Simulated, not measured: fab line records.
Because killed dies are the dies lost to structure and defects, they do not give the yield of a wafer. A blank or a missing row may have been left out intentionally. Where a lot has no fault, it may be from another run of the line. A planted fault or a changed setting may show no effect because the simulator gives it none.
A lot that was struck, set against a sound lot :: flow sky130 :: 23 out of 708 route steps
Sound: wafers L595.4, L595.5, L595.6. Struck: wafer L602.6 (left out: L602.2, a lot-mate that was not struck); the cause follows at the end.
Per side, at each step with rows, come the tool, then ch with its chambers, and then its first start. Under that, the readings that differ: sound wafers :: struck wafers :: difference of the means :: sigmas: that difference in standard deviations of wafers without a fault.
alike: words and numbers the same on both sides, and readings whose means are apart by under 2 such deviations; not compared: readings that were withheld, readings missing a value for some wafer, numbers with overlapping values and no deviation given by the record, and bounds like >300 which may hide the same value.
The two part at a step that has a row with sigmas, a row that says differs or no value, or rows on one side only. Numbers that have no deviation but don't overlap get no sigmas and don't part them. Lack of a reading on every wafer of one side parts them only where that side has two or more wafers.

first, 5 steps without rows for these wafers: SKY_VT_ADJUST_NCORE_COAT_02 (resist thk 1140 nm); SKY_VT_ADJUST_NCORE_SOFTBAKE_03 (time 60 s); SKY_VT_ADJUST_NCORE_EXPOSE_04 (exposes mask LVTN COMPLEMENT THIN, target cd 380 nm); SKY_VT_ADJUST_NCORE_PEB_05; SKY_VT_ADJUST_NCORE_DEVELOP_06 (develop time 60 s).
SKY_VT_ADJUST_NCORE_CD_MEAS_07: the cd target is 380 nm.
  sound on cdSem-01 at day 8 11:35; struck on cdSem-01 at day 10 14:34
  alike: cdNm
SKY_VT_ADJUST_NCORE_OVL_MEAS_08:
  sound on overlay-02 at day 8 11:40; struck on overlay-01 at day 10 14:40
  alike: VT_ADJUST_NCORE_OVL
following that, these wafers have no rows for 1 step: SKY_VT_ADJUST_NCORE_IMPLANT_09.
SKY_VT_ADJUST_NCORE_STRIP_10: strips in O2/N2.
  sound on plasmaAsher-02 ch 0,1, day 8 11:52; struck on plasmaAsher-01 ch 1, day 10 14:51
  alike: drypumpMotorCurrentA, oesProductAu, stripTimeToEndpointS
  not compared: rfHoursCounterH
SKY_VT_ADJUST_NCORE_TW_MEAS_11:
  sound on filmMetro-04 at day 8 11:58; struck on filmMetro-04 at day 10 14:58
  alike: VT_ADJUST_NCORE_TW
then, 2 steps without rows for these wafers: SKY_VT_ADJUST_HVTR_DEHYDRATE_00 (time 60 s); SKY_VT_ADJUST_HVTR_HMDS_01 (prime time 60 s).
SKY_VT_ADJUST_HVTR_COAT_02: resist thk 1140 nm.
  sound on lithoTrack-03 ch 0, day 8 22:01; struck on lithoTrack-03 ch 0, day 11 02:16
reading: model.NOVOLAK_of_VT_ADJUST_HVTR_COAT_02.thkNm (nm)
sound: 1137 1133 1131
struck: 1208
difference: +74
sigmas: 
then, 3 steps without rows for these wafers: SKY_VT_ADJUST_HVTR_SOFTBAKE_03 (time 60 s); SKY_VT_ADJUST_HVTR_EXPOSE_04 (exposes mask HVTRM, target cd 380 nm); SKY_VT_ADJUST_HVTR_PEB_05.
SKY_VT_ADJUST_HVTR_DEVELOP_06: develop time 60 s.
  sound on lithoTrack-04 ch 0, day 9 09:13; struck on lithoTrack-04 ch 0, day 11 13:28
reading: model.NOVOLAK_of_VT_ADJUST_HVTR_COAT_02.thkNm (nm)
sound: 1137 1133 1131
struck: 1207
difference: +73
sigmas: 
SKY_VT_ADJUST_HVTR_CD_MEAS_07: the cd target is 380 nm.
  sound on cdSem-01 at day 9 09:22; struck on cdSem-02 at day 11 13:37
  alike: cdNm
SKY_VT_ADJUST_HVTR_OVL_MEAS_08:
  sound on overlay-02 at day 9 09:26; struck on overlay-02 at day 11 13:43
  alike: VT_ADJUST_HVTR_OVL
following that, these wafers have no rows for 1 step: SKY_VT_ADJUST_HVTR_IMPLANT_09.
SKY_VT_ADJUST_HVTR_STRIP_10: strips in O2/N2.
  sound on plasmaAsher-01 ch 0,1, day 9 09:38; struck on plasmaAsher-02 ch 1, day 11 13:54
reading: stripTimeToEndpointS (s)
sound: 14.14 14.08 14.08
struck: 14.93
difference: +0.83
sigmas: +18
  alike: drypumpMotorCurrentA, oesProductAu
  not compared: rfHoursCounterH
SKY_VT_ADJUST_HVTR_TW_MEAS_11:
  sound on filmMetro-04 at day 9 09:44; struck on filmMetro-02 at day 11 14:01
reading: VT_ADJUST_HVTR_TW
sound: 211.3 211.4 211.5
struck: 209.3
difference: -2.1
sigmas: -2
following that, these wafers have no rows for 1 step: SKY_PAD_OPEN_PROBE_99.

== WHERE THEY PART ==
Earliest at SKY_VT_ADJUST_HVTR_STRIP_10; latest, in this record, at SKY_VT_ADJUST_HVTR_TW_MEAS_11.

WHY: the cause the simulator had injected
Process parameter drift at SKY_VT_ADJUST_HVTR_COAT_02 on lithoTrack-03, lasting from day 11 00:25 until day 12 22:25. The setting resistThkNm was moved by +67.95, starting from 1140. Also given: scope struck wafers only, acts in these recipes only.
